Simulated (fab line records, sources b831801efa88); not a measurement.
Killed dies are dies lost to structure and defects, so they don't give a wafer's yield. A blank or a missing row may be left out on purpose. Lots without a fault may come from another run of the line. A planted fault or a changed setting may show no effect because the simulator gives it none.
fab line records | flow sky130 | part 2 of 2: steps 29 to 43 of 43
record lots=5 wafers=15 last_day=50
route steps=708 shown VIA3@588 METAL4@598 CAP2M@603
lots that met no fault: from a run of the same line without faults
start_h: hours from the record's first day to the start of the lot's first wafer shown | wait_h: hours since the lot's step before | " the same as in the row above | L1.1+2: a row that stands for several wafers | - no value, or no start given | * or withheld: withheld | < > ~ a bound
route shown NAME@n: a module of which the file shows steps, and the number in the route of the first | usual: mean/standard deviation of fault-free wafers | same: alike in all rows | chamber/n: place in a boat | sites: the reading at each site | _std_site: their standard deviation | _edge_site: outer sites' mean less inner sites' | radius_mm: how far each site lies from the wafer's centre | mask NAME#n: copy n | behind: the tool/chamber that last shaped the wafer | hold: why the lot was held/for how many hours/how that ended | device: the transistor (n, p or np) that didn't switch | end of line: the same wafers' tests at the end of the route | a step without rows: its recipe alone | killed: dies lost to structure and defects at the first sort, not the wafer's yield | map: a wafer's dies, x killed, . not, _ none there
set.NAME: the setting as run; set.NAME@STEP: as run at that earlier step | model.NAME: the simulator's own value behind a step, which no gauge read
lots at some steps of the route; a table a step, a row a wafer
services: from which hour (start_h, from the record's first day; less than 0 if before it) a tool's chamber was out of use, for how many hours, and why
## steps
# step SKY_CAP2M_METAL_ETCH_13
# recipe target_depth_nm=220 stop_on=SiO2 chemistry=Cl2/BCl3 target=TiN pressure_mtorr=10 icp_w=900 bias_w=48.5 Cl2_flow_sccm=60 bcl3_flow_sccm=30 time_s=62.9
# usual drypump_motor_current_A=6.2/0.41 oes_product_au=0.941/0.0073 throttle_valve_pct=21.903/0.0093
# columns lot.wafer tool chamber start_h wait_h drypump_motor_current_A oes_product_au rf_hours_counter_h throttle_valve_pct
L074.2 rie_metal-04 1 953.66 0.0 6.7 0.940 13 21.907
L074.4 " 1 " " 6.7 0.948 - 21.901
L074.6 " 0 " " 6.4 0.943 - 21.909
L077.1 rie_metal-04 1 986.77 0.0 6.7 0.938 15 21.909
L077.2 " 0 " " 6.4 0.947 16 21.889
L077.5 " 1 " " 6.7 0.948 - 21.899
L080.1 rie_metal-03 1 996.92 0.0 6.1 0.946 14 21.889
L080.2 " 0 " " 5.4 0.944 4 21.894
L080.6 " 1 " " 6.1 0.942 - 21.895
L088.2 rie_metal-03 0 1047.36 0.0 5.4 0.954 8 21.902
L088.4 " 1 " " 6.1 0.952 - 21.894
L088.6 " 1 " " 6.1 0.951 - 21.899
L096.1 rie_metal-04 0 1104.06 0.0 6.4 0.936 22 21.910
L096.4 " 1 " " 6.7 0.935 - 21.904
L096.6 " 0 " " 6.4 0.930 - 21.896
# step SKY_CAP2M_STRIP_14
# recipe chemistry=O2/N2 power_w=1400 pressure_mtorr=1500 platen_temp_c=withheld o2_flow_sccm=3000 n2_flow_sccm=300 overash_fraction=0.5
# usual drypump_motor_current_A=5.5/0.33 oes_product_au=0.710/0.0045 strip_time_to_endpoint_s=12.65/0.051
# columns lot.wafer tool chamber start_h wait_h drypump_motor_current_A oes_product_au rf_hours_counter_h strip_time_to_endpoint_s
L074.2 plasma_asher-03 0 953.74 0.1 5.0 0.713 113 12.63
L074.4 " 0 " " 5.1 0.709 - 12.64
L074.6 " 0 " " 5.1 0.714 - 12.63
L077.1 plasma_asher-03 0 986.84 0.1 5.1 0.709 117 12.61
L077.2 " 1 " " 5.0 0.706 117 12.62
L077.5 " 0 " " 5.1 0.713 - 12.62
L080.1 plasma_asher-03 0 996.99 0.1 5.1 0.705 118 12.64
L080.2 " 1 " " 5.1 0.709 118 12.61
L080.6 " 0 " " 5.0 0.707 - 12.59
L088.2 plasma_asher-01 0 1047.44 0.1 5.4 0.705 64 12.61
L088.4 " 0 " " 5.4 0.710 - 12.68
L088.6 " 0 " " 5.4 0.707 - 12.66
L096.1 plasma_asher-01 0 1104.14 0.1 5.4 0.713 69 12.59
L096.4 " 0 " " 5.4 0.713 - 12.57
L096.6 " 1 " " 5.8 0.705 - 12.57
# step SKY_CAP2M_STRIP_15
# recipe chemistry=post_etch_residue_remover time_s=1200 temp_c=72.5
# columns lot.wafer tool chamber start_h wait_h
L074.2+4+6 wet_bench-02 1 953.84 0.1
L077.1+2+5 wet_bench-03 2 986.94 0.1
L080.1+2+6 wet_bench-01 0 997.09 0.1
L088.2+4+6 wet_bench-02 1 1047.54 0.1
L096.1+4+6 wet_bench-02 2 1104.31 0.1
# step SKY_CAP2M_CLEAN_16
# recipe chemistry=IPA time_s=180 temp_c=25
# columns lot.wafer tool chamber start_h wait_h
L074.2+4+6 wet_bench-01 0 954.21 0.0
L077.1+2+5 wet_bench-02 0 987.69 0.0
L080.1+2+6 wet_bench-02 3 997.47 0.0
L088.2+4+6 wet_bench-01 1 1047.88 0.0
L096.1+4+6 wet_bench-03 2 1104.68 0.0
# step SKY_CAP2M_CLEAN_17
# recipe chemistry=O3/DIW dry=n2_spin
# columns lot.wafer tool chamber start_h wait_h
L074.2+4+6 wet_bench-03 3 954.27 0.0
L077.1+2+5 wet_bench-03 3 987.75 0.0
L080.1+2+6 wet_bench-03 2 997.53 0.0
L088.2+4+6 wet_bench-03 2 1047.94 0.0
L096.1+4+6 wet_bench-01 0 1104.74 0.0
# step SKY_METAL4_DEHYDRATE_05
# recipe temp_c=200 time_s=60
# columns lot.wafer tool chamber start_h wait_h
L074.2+4+6 litho_track-01 0 966.15 11.8
L077.1+2+5 litho_track-04 0 998.82 10.9
L080.1+2+6 litho_track-04 0 1008.97 11.3
L088.2+4+6 litho_track-02 0 1058.96 10.9
L096.1+4+6 litho_track-04 0 1113.32 8.5
# step SKY_METAL4_HMDS_06
# recipe prime_time_s=60 prime_temp_c=120
# columns lot.wafer tool chamber start_h wait_h
L074.2+4+6 litho_track-01 0 966.30 0.1
L077.1+2+5 litho_track-04 0 998.97 0.1
L080.1+2+6 litho_track-04 0 1009.12 0.1
L088.2+4+6 litho_track-02 0 1059.11 0.1
L096.1+4+6 litho_track-04 0 1113.47 0.1
# step SKY_METAL4_COAT_07
# recipe resist=BARC temp_c=withheld time_s=withheld spin_rpm=3000 resist_thk_nm=60
# columns lot.wafer tool chamber start_h wait_h
L074.2+4+6 litho_track-01 0 966.45 0.1
L077.1+2+5 litho_track-04 0 999.12 0.1
L080.1+2+6 litho_track-04 0 1009.27 0.1
L088.2+4+6 litho_track-02 0 1059.26 0.1
L096.1+4+6 litho_track-04 0 1113.62 0.1
# step SKY_METAL4_COAT_08
# recipe resist=KrF-thick spin_rpm=3000 resist_thk_nm=1140
# columns lot.wafer tool chamber start_h wait_h
L074.2+4+6 litho_track-01 0 - -
L077.1+2+5 litho_track-04 0 - -
L080.1+2+6 litho_track-04 0 - -
L088.2+4+6 litho_track-02 0 - -
L096.1+4+6 litho_track-04 0 - -
# step SKY_METAL4_SOFTBAKE_09
# recipe temp_c=100 time_s=90 resist=KrF-thick
# columns lot.wafer tool chamber start_h wait_h
L074.2+4+6 litho_track-01 0 - -
L077.1+2+5 litho_track-04 0 - -
L080.1+2+6 litho_track-04 0 - -
L088.2+4+6 litho_track-02 0 - -
L096.1+4+6 litho_track-04 0 - -
# step SKY_METAL4_EXPOSE_10
# recipe mask_id=MM4 na=0.68 source_shape=annular sigma_inner=0.4 sigma_outer=0.8 target_cd_nm=300 dose_mj=28
# same na=0.68 sigma_inner=0.4
# columns lot.wafer tool chamber start_h wait_h mask
L074.2+4+6 krf_scanner-02 0 - - MM4#0
L077.1+2+5 krf_scanner-02 0 - - MM4#0
L080.1+2+6 krf_scanner-02 0 - - MM4#0
L088.2+4+6 krf_scanner-01 0 - - MM4#0
L096.1+4+6 krf_scanner-02 0 - - MM4#0
# step SKY_METAL4_PEB_11
# recipe peb_temp_c=withheld peb_time_s=withheld resist=KrF-thick
# columns lot.wafer tool chamber start_h wait_h
L074.2+4+6 litho_track-01 0 - -
L077.1+2+5 litho_track-02 0 - -
L080.1+2+6 litho_track-02 0 - -
L088.2+4+6 litho_track-01 0 - -
L096.1+4+6 litho_track-01 0 - -
# step SKY_METAL4_DEVELOP_12
# recipe develop_time_s=60 resist=KrF-thick dev_temp_c=21
# columns lot.wafer tool chamber start_h wait_h
L074.2+4+6 litho_track-01 0 - -
L077.1+2+5 litho_track-02 0 - -
L080.1+2+6 litho_track-02 0 - -
L088.2+4+6 litho_track-01 0 - -
L096.1+4+6 litho_track-01 0 - -
# step SKY_METAL4_CD_MEAS_13
# recipe target_cd_nm=300
# usual cd_nm=300.1/1.5
# columns lot.wafer tool chamber start_h wait_h cd_nm
L074.2 cd_sem-02 - 978.89 - 298.6
L074.4 " - " " 298.7
L074.6 " - " " 300.0
L077.1 cd_sem-01 - 1011.53 - 298.3
L077.2 " - " " 298.2
L077.5 " - " " 298.4
L080.1 cd_sem-02 - 1020.93 - 300.8
L080.2 " - " " 300.4
L080.6 " - " " 300.5
L088.2 cd_sem-02 - 1069.89 - 298.5
L088.4 " - " " 297.9
L088.6 " - " " 299.0
L096.1 cd_sem-01 - 1124.93 - 297.8
L096.4 " - " " 298.8
L096.6 " - " " 299.2
# step SKY_METAL4_OVL_MEAS_14
# usual METAL4_OVL=-8/5.9
# columns lot.wafer tool chamber start_h wait_h METAL4_OVL[nm]
L074.2 overlay-01 - 979.00 0.1 -21
L074.4 " - " " -11
L074.6 " - " " -16
L077.1 overlay-02 - 1011.65 0.1 -4
L077.2 " - " " -6
L077.5 " - " " 1
L080.1 overlay-02 - 1021.05 0.1 -2
L080.2 " - " " 1
L080.6 " - " " 2
L088.2 overlay-02 - 1070.00 0.1 -12
L088.4 " - " " -12
L088.6 " - " " -8
L096.1 overlay-02 - 1125.05 0.1 3
L096.4 " - " " 0
L096.6 " - " " 1
## services
# columns tool chamber start_h hours kind
wet_bench-01 - 909.38 4.4 repair
krf_scanner-02 - 910.60 0.2 repair
cmp-01 - 912.00 4.0 pm
pvd_sputter-03 - 926.00 1.3 repair
krf_scanner-02 - 934.72 1.0 pm
wet_bench-03 - 944.20 1.1 repair
krf_scanner-02 - 948.44 0.8 pm
wet_bench-02 - 961.60 2.0 repair
pvd_sputter-02 - 966.09 4.3 repair
krf_scanner-02 - 976.46 1.3 pm
cmp-01 - 987.58 1.1 repair
pvd_sputter-02 - 998.37 2.7 repair
pvd_sputter-02 - 999.21 5.1 repair
pvd_sputter-02 - 1000.78 9.7 repair
pvd_sputter-01 - 1003.60 7.8 repair
pvd_sputter-01 - 1009.42 1.0 repair
cmp-01 - 1019.55 2.6 repair
krf_scanner-02 - 1036.95 2.0 repair
pecvd-02 1 1042.83 2.3 repair
pecvd-02 - 1048.96 0.9 repair
krf_scanner-02 - 1049.15 4.0 pm
plasma_asher-03 - 1055.25 9.0 pm
krf_scanner-02 - 1065.81 0.2 repair
wet_bench-04 - 1104.90 1.9 pm
